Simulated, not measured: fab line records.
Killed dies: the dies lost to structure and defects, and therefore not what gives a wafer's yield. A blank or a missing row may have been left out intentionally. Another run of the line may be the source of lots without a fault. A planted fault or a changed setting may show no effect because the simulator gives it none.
Which tool was responsible? -- flow gf180mcu -- 24 lots with 72 wafers sampled at 6 steps, on a route of 602 steps

## WHAT THE GAUGES SHOWED, per wafer
GF_M1_CD_MEAS_14 targets a cd of 230 nm. Usual: cd_nm at 229.8 nm, with a standard deviation of 1.3.
lot,measured,on,cd_nm (nm),flag
L074,day 16 20:30,cd_sem-02,230.6 231.3 230.5,
L075,day 17 12:49,cd_sem-01,228.5 227.2 228.8,
L076,day 17 21:58,cd_sem-02,229.4 229.7 230.6,
L077,day 18 01:14,cd_sem-01,227.3 228.1 228.3,
L078,day 18 11:57,cd_sem-01,230.1 231.4 230.6,
L079,day 18 17:54,cd_sem-01,230.5 228.9 228.7,
L080,day 19 09:57,cd_sem-02,231.2 231.1 231.1,
L081,day 19 17:22,cd_sem-02,231.4 232.0 231.1,
L082,day 20 02:47,cd_sem-01,229.8 230.3 228.6,
L083,day 20 09:09,cd_sem-01,226.5 226.7 227.3,
L084,day 20 22:32,cd_sem-02,230.1 231.1 231.6,
L085,day 21 03:03,cd_sem-01,229.8 229.9 229.3,
L086,day 21 21:53,cd_sem-01,231.6 230.3 230.2,
L087,day 22 08:41,cd_sem-02,230.3 229.8 230.2,
L088,day 22 11:04,cd_sem-01,229.0 229.2 228.9,
L089,day 22 17:29,cd_sem-02,230.2 229.7 230.9,
L090,day 23 01:02,cd_sem-02,230.3 231.5 230.9,
L091,day 23 12:14,cd_sem-01,228.7 230.1 230.8,
L092,day 23 20:08,cd_sem-02,227.5 228.0 227.8,
L093,day 24 02:50,cd_sem-01,230.4 230.4 230.0,
L094,day 24 06:08,cd_sem-01,230.7 230.8 229.7,
L095,day 24 17:24,cd_sem-01,228.7 228.5 228.0,
L096,day 25 01:45,cd_sem-01,229.6 229.2 230.3,
L097,day 25 07:54,cd_sem-01,231.7 232.4 230.9,

GF_V2_BOW_MEAS_05. Usual: V2_BOW 96 um, standard deviation 7.1.
lot,measured,on,V2_BOW (um),flag
L074,day 19 00:14,film_metro-02,93 82 81,
L075,day 19 16:43,film_metro-01,101 97 95,
L076,day 20 02:25,film_metro-01,89 92 87,
L077,day 20 05:33,film_metro-04,90 92 95,
L078,day 20 16:18,film_metro-02,98 89 94,
L079,day 20 23:33,film_metro-04,95 98 99,
L080,day 21 14:59,film_metro-04,101 87 94,
L081,day 21 21:54,film_metro-02,96 85 96,
L082,day 22 06:18,film_metro-04,94 92 92,
L083,day 22 11:19,film_metro-04,102 99 86,
L084,day 23 02:54,film_metro-01,93 99 92,
L085,day 23 04:50,film_metro-02,97 99 109,
L086,day 23 23:50,film_metro-04,105 88 94,
L087,day 24 10:54,film_metro-04,100 108 98,
L088,day 24 13:22,film_metro-02,91 94 92,
L089,day 24 19:14,film_metro-04,110 113 98,
L090,day 25 02:33,film_metro-04,95 107 96,
L091,day 25 12:32,film_metro-04,101 97 77,
L092,day 25 20:07,film_metro-01,93 85 104,
L093,day 26 02:20,film_metro-01,95 93 96,
L094,day 26 06:27,film_metro-01,105 107 109,
L095,day 26 16:44,film_metro-02,96 90 91,
L096,day 26 23:44,film_metro-02,101 112 98,
L097,day 27 06:19,film_metro-02,93 92 107,

GF_M4_RS_MEAS_05: the measuring method here is four-point-probe. Usual: M4_ALCU_RS 0.0696 ohm/sq, standard deviation 0.00063.
lot,measured,on,M4_ALCU_RS (ohm/sq),flag
L074,day 22 06:13,film_metro-01,0.0703 0.0699 0.0699,
L075,day 22 20:27,film_metro-03,0.0701 0.0689 0.0698,
L076,day 23 06:05,film_metro-01,0.0702 0.0698 0.0706,
L077,day 23 09:47,film_metro-03,0.0702 0.0697 0.0701,
L078,day 23 18:37,film_metro-03,0.0689 0.0696 0.0694,
L079,day 24 01:58,film_metro-04,0.0689 0.0688 0.0693,
L080,day 24 17:49,film_metro-04,0.0682 0.0692 0.0686,
L081,day 24 23:09,film_metro-01,0.0699 0.0694 0.0698,
L082,day 25 07:01,film_metro-04,0.0705 0.0706 0.0706,
L083,day 25 10:38,film_metro-01,0.0706 0.0698 0.0695,
L084,day 26 01:31,film_metro-03,0.0688 0.0694 0.0680,
L085,day 26 04:08,film_metro-03,0.0695 0.0696 0.0686,
L086,day 26 22:35,film_metro-03,0.0694 0.0689 0.0691,
L087,day 27 07:28,film_metro-01,0.0697 0.0697 0.0698,
L088,day 27 10:18,film_metro-01,0.0689 0.0698 0.0687,
L089,day 27 15:02,film_metro-03,0.0689 0.0693 0.0697,
L090,day 27 20:52,film_metro-03,0.0699 0.0696 0.0696,
L091,day 28 05:56,film_metro-03,0.0692 0.0687 0.0698,
L092,day 28 13:55,film_metro-04,0.0704 0.0698 0.0704,
L093,day 28 20:14,film_metro-01,0.0690 0.0691 0.0693,
L094,day 28 23:49,film_metro-03,0.0694 0.0701 0.0696,
L095,day 29 09:02,film_metro-04,0.0694 0.0698 0.0703,
L096,day 29 15:28,film_metro-04,0.0684 0.0687 0.0680,
L097,day 29 21:21,film_metro-03,0.0699 0.0703 0.0704,

GF_PASSIVATION_THK_MEAS_03. Usual: PASSIVATION_CVD_02_THK 699 nm, standard deviation 8.1.
lot,measured,on,PASSIVATION_CVD_02_THK (nm),flag
L074,day 27 23:59,film_metro-02,700 706 705,
L075,day 28 10:43,film_metro-01,694 701 697,
L076,day 28 20:28,film_metro-04,684 684 700,
L077,day 28 22:53,film_metro-04,686 691 698,
L078,day 29 06:19,film_metro-02,697 695 704,
L079,day 29 12:59,film_metro-04,690 697 695,
L080,day 30 02:35,film_metro-01,699 710 698,
L081,day 30 06:23,film_metro-01,695 691 702,
L082,day 30 12:40,film_metro-04,688 710 710,
L083,day 30 17:18,film_metro-01,708 695 702,
L084,day 31 05:34,film_metro-04,693 697 697,
L085,day 31 09:06,film_metro-02,685 685 705,
L086,day 31 21:59,film_metro-04,691 719 708,
L087,day 32 06:38,film_metro-01,693 702 706,
L088,day 32 08:59,film_metro-01,705 712 696,
L089,day 32 12:05,film_metro-04,701 686 705,
L090,day 32 18:53,film_metro-01,687 696 698,
L091,day 33 00:40,film_metro-02,688 703 699,
L092,day 33 07:17,film_metro-04,702 689 694,
L093,day 33 13:14,film_metro-02,702 708 704,
L094,day 33 15:57,film_metro-04,702 694 704,
L095,day 33 23:34,film_metro-04,695 700 702,
L096,day 34 05:23,film_metro-01,703 715 714,
L097,day 34 09:55,film_metro-04,698 703 707,

## WHICH TOOL RAN EACH LOT (tool, then ch and the chambers of the sampled wafers, then the start)
lot,GF_V2_CVD_02,GF_V2_CVD_23
L074,"pecvd-04 ch 1,2, day 18 23:49","cvd_w-01 ch 0,1, day 20 02:23"
L075,"pecvd-01 ch 0,2, day 19 16:16","cvd_w-02 ch 0,1, day 20 17:07"
L076,"pecvd-01 ch 0,1,2, day 20 01:59","cvd_w-02 ch 0,1, day 21 03:37"
L077,"pecvd-03 ch 0,1,2, day 20 05:07","cvd_w-01 ch 0,1, day 21 07:22"
L078,"pecvd-04 ch 0,1, day 20 15:52","cvd_w-01 ch 0,1, day 21 16:42"
L079,"pecvd-03 ch 0,1,2, day 20 23:07","cvd_w-01 ch 0,1, day 21 23:58"
L080,"pecvd-04 ch 0,1,2, day 21 14:31","cvd_w-02 ch 0,1, day 22 15:21"
L081,"pecvd-01 ch 0, day 21 21:25","cvd_w-02 ch 0,1, day 22 22:06"
L082,"pecvd-01 ch 1,2, day 22 05:52","cvd_w-02 ch 0,1, day 23 06:36"
L083,"pecvd-03 ch 0,1,2, day 22 10:53","cvd_w-01 ch 0,1, day 23 11:19"
L084,"pecvd-03 ch 0,1, day 23 02:25","cvd_w-02 ch 0,1, day 24 02:16"
L085,"pecvd-04 ch 0,1, day 23 04:24","cvd_w-02 ch 0,1, day 24 04:47"
L086,"pecvd-03 ch 0,1, day 23 23:25","cvd_w-02 ch 0,1, day 24 23:25"
L087,"pecvd-01 ch 0,1,2, day 24 10:28","cvd_w-02 ch 0,1, day 25 09:25"
L088,"pecvd-03 ch 0,2, day 24 12:55","cvd_w-02 ch 0,1, day 25 12:45"
L089,"pecvd-03 ch 0,1,2, day 24 18:49","cvd_w-02 ch 0,1, day 25 17:40"
L090,"pecvd-04 ch 0,1, day 25 02:05","cvd_w-02 ch 0,1, day 26 00:18"
L091,"pecvd-04 ch 1,2, day 25 12:04","cvd_w-02 ch 0,1, day 26 10:23"
L092,"pecvd-04 ch 1,2, day 25 19:41","cvd_w-02 ch 0,1, day 26 17:40"
L093,"pecvd-01 ch 0, day 26 01:52","cvd_w-02 ch 0,1, day 27 00:19"
L094,"pecvd-04 ch 0,1,2, day 26 06:01","cvd_w-02 ch 0,1, day 27 04:20"
L095,"pecvd-01 ch 0,1, day 26 16:01","cvd_w-01 ch 0,1, day 27 13:56"
L096,"pecvd-04 ch 0,2, day 26 23:19","cvd_w-02 ch 0,1, day 27 21:01"
L097,"pecvd-01 ch 0,2, day 27 05:53","cvd_w-01 ch 0,1, day 28 03:07"
- GF_V2_CVD_02: deposits SiO2 from TEOS, target thk 850 nm, time 94.851 s.
- GF_V2_CVD_23: deposits W, target thk 350 nm, time 104.94 s.

## WHAT THE TOOLS THEMSELVES READ (means of the sampled wafers that have a number; where no wafer has one, the mark that the record gives instead)
GF_V2_CVD_02. Usual: heater_power_w 674 W, standard deviation 90; susceptor_temp_C 400.01 C, standard deviation 0.2.
lot,tool,heater_power_w (W),susceptor_temp_C (C),flag
L074,pecvd-04,693,400.03,
L075,pecvd-01,642,399.98,
L076,pecvd-01,624,399.72,
L077,pecvd-03,712,400.11,
L078,pecvd-04,611,399.89,
L079,pecvd-03,762,399.94,
L080,pecvd-04,676,400.14,
L081,pecvd-01,572,399.80,
L082,pecvd-01,654,400.00,
L083,pecvd-03,741,400.18,
L084,pecvd-03,751,399.98,
L085,pecvd-04,600,400.03,
L086,pecvd-03,760,400.15,
L087,pecvd-01,641,400.20,
L088,pecvd-03,733,400.05,
L089,pecvd-03,722,400.00,
L090,pecvd-04,667,399.92,
L091,pecvd-04,743,399.98,
L092,pecvd-04,713,400.31,
L093,pecvd-01,589,399.91,
L094,pecvd-04,671,400.06,
L095,pecvd-01,591,399.81,
L096,pecvd-04,668,399.93,
L097,pecvd-01,660,399.86,

GF_V2_CVD_23. Usual: heater_power_w 808 W, standard deviation 120; susceptor_temp_C 400.03 C, standard deviation 0.25.
lot,tool,heater_power_w (W),susceptor_temp_C (C),flag
L074,cvd_w-01,734,400.21,
L075,cvd_w-02,888,399.92,
L076,cvd_w-02,781,400.14,
L077,cvd_w-01,730,400.12,
L078,cvd_w-01,738,399.97,
L079,cvd_w-01,730,400.22,
L080,cvd_w-02,888,400.04,
L081,cvd_w-02,882,399.95,
L082,cvd_w-02,887,399.96,
L083,cvd_w-01,726,399.82,
L084,cvd_w-02,895,400.05,
L085,cvd_w-02,777,399.97,
L086,cvd_w-02,789,400.00,
L087,cvd_w-02,790,400.26,
L088,cvd_w-02,802,399.71,
L089,cvd_w-02,799,399.90,
L090,cvd_w-02,794,400.49,
L091,cvd_w-02,888,400.21,
L092,cvd_w-02,793,399.91,
L093,cvd_w-02,892,400.00,
L094,cvd_w-02,792,399.83,
L095,cvd_w-01,737,400.20,
L096,cvd_w-02,886,400.10,
L097,cvd_w-01,736,399.86,

## THE ANSWER, worked out from the rows above alone
Rule: a lot counts as off when the mean over its wafers that have a number is more than 3 standard deviations away from the usual mean. A lot without any number at a reading at which 4 lots or more have one is off too. Any other lot the step has rows for is counted as sound. The gauges are gone through in route order, then the tools' own readings, and for those a lot's mean is taken as printed above. The first step at which some lot is off is used, and at that step the reading that is off furthest; a lot without a number counts as furthest.
No lot is off on any of the readings shown, so nothing can be concluded from this.

## WHAT THE SIMULATOR PUT IN
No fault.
